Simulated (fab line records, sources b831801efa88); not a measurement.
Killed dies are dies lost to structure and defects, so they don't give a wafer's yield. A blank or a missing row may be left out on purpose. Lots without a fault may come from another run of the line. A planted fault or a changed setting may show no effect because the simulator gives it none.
Which tool did it? | flow sky130 | 15 lots, 45 wafers sampled, at 2 steps of a route of 708

WHAT THE GAUGES READ, wafer by wafer
SKY_NWELL_OVL_MEAS_23. Usual: NWELL_01_OVL 0.6 nm, standard deviation 1.3.
lot  | measured     | on         | NWELL_01_OVL (nm) | flag
L879 | day 5 23:46  | overlay-02 | 1.1 -0.4 0.3      |
L881 | day 6 06:25  | overlay-01 | -0.6 0.1 -2.6     |
L882 | day 6 13:50  | overlay-02 | 0.4 1.5 1.7       |
L884 | day 6 23:10  | overlay-02 | -0.7 0.9 -0.4     |
L885 | day 7 08:04  | overlay-01 | 3.3 3.1 1.6       |
L886 | day 7 10:22  | overlay-02 | 1.3 0.8 2.5       |
L889 | day 8 07:53  | overlay-01 | 0.0 2.5 3.8       |
L891 | day 8 19:28  | overlay-01 | 0.9 2.3 1.8       |
L892 | day 9 02:14  | overlay-01 | 1.8 0.5 1.9       |
L894 | day 9 12:49  | overlay-01 | 2.4 3.4 -         |
L896 | day 9 23:46  | overlay-02 | 0.0 - 2.1         |
L897 | day 10 07:28 | overlay-02 | 0.5 - -           |
L899 | day 10 21:44 | overlay-01 | 0.9 3.2 0.7       |
L900 | day 11 03:11 | overlay-01 | -1.3 0.3 -2.4     |
L901 | day 11 09:20 | overlay-02 | -1.4 0.6 -1.0     |

WHICH TOOL RAN EACH LOT (tool, then ch and the chambers of the sampled wafers, then the start)
lot  | SKY_NWELL_DEVELOP_22
L879 | litho_track-04 ch 0, day 5 23:00
L881 | litho_track-01 ch 0, day 6 06:00
L882 | litho_track-03 ch 0, day 6 13:00
L884 | litho_track-01 ch 0, day 6 23:00
L885 | litho_track-04 ch 0, day 7 07:00
L886 | litho_track-04 ch 0, day 7 10:00
L889 | litho_track-01 ch 0, day 8 07:00
L891 | litho_track-01 ch 0, day 8 19:00
L892 | litho_track-03 ch 0, day 9 02:00
L894 | litho_track-01 ch 0, day 9 12:00
L896 | litho_track-01 ch 0, day 9 23:00
L897 | litho_track-01 ch 0, day 10 07:00
L899 | litho_track-04 ch 0, day 10 21:00
L900 | litho_track-04 ch 0, day 11 03:00
L901 | litho_track-03 ch 0, day 11 09:00
- SKY_NWELL_DEVELOP_22: develop time 60 s.

WHAT THE TOOLS THEMSELVES READ (means of the sampled wafers that have a number; where no wafer has one, the mark that the record gives instead)
The record holds no such reading with a usual standard deviation.

THE ANSWER, worked out from the rows above alone
Rule: a lot is off if the mean of its wafers that have a number lies more than 3 standard deviations from the usual mean. A lot without any number at a reading at which 4 lots or more have one is off too. The other lots that the step has rows for count as sound. The gauges are gone through in route order, then the tools' own readings, and for those a lot's mean is taken as printed above. The first step at which some lot is off is used, and at that step the reading that is off furthest; a lot without a number counts as furthest.
No lot is off at any reading shown: from this, nothing can be told.

WHAT THE SIMULATOR HAD PUT IN
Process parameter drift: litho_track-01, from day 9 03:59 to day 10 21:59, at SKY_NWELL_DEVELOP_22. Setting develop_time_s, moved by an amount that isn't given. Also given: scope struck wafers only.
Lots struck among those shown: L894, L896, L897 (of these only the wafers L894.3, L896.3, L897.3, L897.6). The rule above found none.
